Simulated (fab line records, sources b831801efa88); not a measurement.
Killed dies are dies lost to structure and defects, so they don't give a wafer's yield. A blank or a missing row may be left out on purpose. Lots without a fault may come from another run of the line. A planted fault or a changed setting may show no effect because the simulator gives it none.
Chamber matching | flow gf180mcu | GF_V4_CMP_04 on cmp-01: 4 sister chambers
The step polishes SiO2. 4 wafers are shown with their chamber, then 7 later ones without.

WAFERS WITH THEIR CHAMBER
wafer  | chamber | motor_current_A (A)
L953.3 | 2       | 11.6
L959.1 | 1       | 12.1
L962.1 | 0       | 12.2
L962.3 | 3       | 11.4

WAFERS WITHOUT THEIR CHAMBER
wafer  | motor_current_A (A)
L962.4 | 12.9
L963.1 | 11.0
L963.5 | 11.1
L963.6 | 12.9
L964.1 | 11.7
L964.5 | 11.9
L964.6 | 12.6

WHICH CHAMBER EACH WENT THROUGH
wafer  | from the rows above               | in truth
L962.4 | can't be placed: 0 or 1 or 2 or 3 | 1
L963.1 | can't be placed: 3 or 2 or 1 or 0 | 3
L963.5 | can't be placed: 3 or 2 or 1 or 0 | 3
L963.6 | can't be placed: 0 or 1 or 2 or 3 | 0
L964.1 | can't be placed: 2 or 3 or 1 or 0 | 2
L964.5 | can't be placed: 1 or 0 or 2 or 3 | 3
L964.6 | can't be placed: 0 or 1 or 2 or 3 | 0
Placed correctly: 0 of 7. Can't be placed from these rows: 7 (the true chamber is among the candidates in 7). Placed wrongly: 0.
How it was worked out, from the rows above alone: a wafer's distance from a chamber is the root of the sum, over the readings, of the square of ((its reading less the chamber's mean) divided by the reading's scatter). The wafer belongs to the nearest chamber; if the next one is less than 2 further off, it can't be placed. A chamber's mean is the mean of its shown wafers. The scatter: with one shown wafer a chamber, the root of the mean of the squares of how far each hidden wafer lies from its nearest shown one.
